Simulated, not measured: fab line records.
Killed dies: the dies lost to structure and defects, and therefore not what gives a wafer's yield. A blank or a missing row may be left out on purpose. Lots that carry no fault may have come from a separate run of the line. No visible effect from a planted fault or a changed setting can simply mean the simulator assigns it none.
Which tool is to blame? || flow gf180mcu || 14 lots with 42 wafers sampled at 2 steps, on a route of 602 steps

WHAT THE GAUGES READ, wafer by wafer
GF_MIM_THK_MEAS_11: measures by xrf.
{"lot": "L744", "measured": "day 24 20:58", "on": "film-metro-02", "MIM_ALCU_THK (nm)": "206.0 202.7 204.4"}
{"lot": "L745", "measured": "day 25 05:40", "on": "film-metro-04", "MIM_ALCU_THK (nm)": "203.7 206.0 205.8"}
{"lot": "L747", "measured": "day 26 06:41", "on": "film-metro-02", "MIM_ALCU_THK (nm)": "205.7 204.7 204.9"}
{"lot": "L748", "measured": "day 26 07:30", "on": "film-metro-02", "MIM_ALCU_THK (nm)": "207.1 203.1 205.1"}
{"lot": "L750", "measured": "day 27 16:23", "on": "film-metro-04", "MIM_ALCU_THK (nm)": "202.5 203.2 204.1"}
{"lot": "L752", "measured": "day 28 10:01", "on": "film-metro-02", "MIM_ALCU_THK (nm)": "204.6 207.5 205.6"}
{"lot": "L753", "measured": "day 28 11:07", "on": "film-metro-02", "MIM_ALCU_THK (nm)": "203.7 201.5 204.3"}
{"lot": "L754", "measured": "day 28 17:17", "on": "film-metro-01", "MIM_ALCU_THK (nm)": "202.7 201.2 203.4"}
{"lot": "L758", "measured": "day 29 12:58", "on": "film-metro-02", "MIM_ALCU_THK (nm)": "201.1 207.9 205.1"}
{"lot": "L761", "measured": "day 30 04:58", "on": "film-metro-02", "MIM_ALCU_THK (nm)": "205.3 204.7 205.5"}
{"lot": "L763", "measured": "day 30 18:59", "on": "film-metro-04", "MIM_ALCU_THK (nm)": "201.5 201.8 203.6"}
{"lot": "L764", "measured": "day 31 01:37", "on": "film-metro-01", "MIM_ALCU_THK (nm)": "205.8 206.5 202.4"}
{"lot": "L765", "measured": "day 31 10:32", "on": "film-metro-02", "MIM_ALCU_THK (nm)": "200.6 204.6 201.9"}
{"lot": "L766", "measured": "day 31 11:54", "on": "film-metro-01", "MIM_ALCU_THK (nm)": "204.9 205.1 202.8"}

GF_V5_THK_MEAS_01.
{"lot": "L744", "measured": "day 26 16:40", "on": "film-metro-03", "V5_CVD_00_THK (nm)": "304 302 303"}
{"lot": "L745", "measured": "day 27 00:50", "on": "film-metro-01", "V5_CVD_00_THK (nm)": "307 303 304"}
{"lot": "L747", "measured": "day 27 23:47", "on": "film-metro-04", "V5_CVD_00_THK (nm)": "303 303 302"}
{"lot": "L748", "measured": "day 28 00:04", "on": "film-metro-03", "V5_CVD_00_THK (nm)": "297 301 295"}
{"lot": "L750", "measured": "day 29 09:05", "on": "film-metro-01", "V5_CVD_00_THK (nm)": "302 306 308"}
{"lot": "L752", "measured": "day 30 01:54", "on": "film-metro-01", "V5_CVD_00_THK (nm)": "301 299 302"}
{"lot": "L753", "measured": "day 30 02:01", "on": "film-metro-03", "V5_CVD_00_THK (nm)": "296 297 292"}
{"lot": "L754", "measured": "day 30 08:09", "on": "film-metro-01", "V5_CVD_00_THK (nm)": "303 305 306"}
{"lot": "L758", "measured": "day 31 02:38", "on": "film-metro-01", "V5_CVD_00_THK (nm)": "299 300 294"}
{"lot": "L761", "measured": "day 31 18:36", "on": "film-metro-01", "V5_CVD_00_THK (nm)": "294 294 295"}
{"lot": "L763", "measured": "day 32 07:30", "on": "film-metro-01", "V5_CVD_00_THK (nm)": "304 299 303"}
{"lot": "L764", "measured": "day 32 13:25", "on": "film-metro-01", "V5_CVD_00_THK (nm)": "297 303 297"}
{"lot": "L765", "measured": "day 32 22:08", "on": "film-metro-03", "V5_CVD_00_THK (nm)": "305 301 301"}
{"lot": "L766", "measured": "day 32 22:59", "on": "film-metro-03", "V5_CVD_00_THK (nm)": "304 308 300"}

WHICH TOOL RAN EACH LOT (tool, then ch and the chambers of the sampled wafers, then the start)
The record holds no process step before these readings.

WHAT THE TOOLS THEMSELVES READ (means of the sampled wafers that have a number; where no wafer has one, the mark that the record gives instead)
The record holds no such reading with a usual standard deviation.

THE ANSWER, worked out from the rows above alone
Rule: what is usual is taken from the lots themselves. The widest of any qualifying gaps counts: lots, ordered by their means at a reading, are off when they make up no more than a third of the lots, leave a main group of 4 or more, and stand apart from it by 3 or more times the standard deviation of that group's means. A main group whose means are all the same, to the digits that the tables above print for the reading, isn't used. A lot without any number at a reading at which 4 lots or more have one is off too. The other lots that the step has rows for count as sound. The gauges are gone through in route order, then the tools' own readings, and for those a lot's mean is taken as printed above. The first step at which some lot is off is used, and at that step the reading that is off furthest; a lot without a number counts as furthest.
Across all readings shown, no lot is off: no conclusion can be drawn from this.

WHAT THE SIMULATOR HAD PUT IN
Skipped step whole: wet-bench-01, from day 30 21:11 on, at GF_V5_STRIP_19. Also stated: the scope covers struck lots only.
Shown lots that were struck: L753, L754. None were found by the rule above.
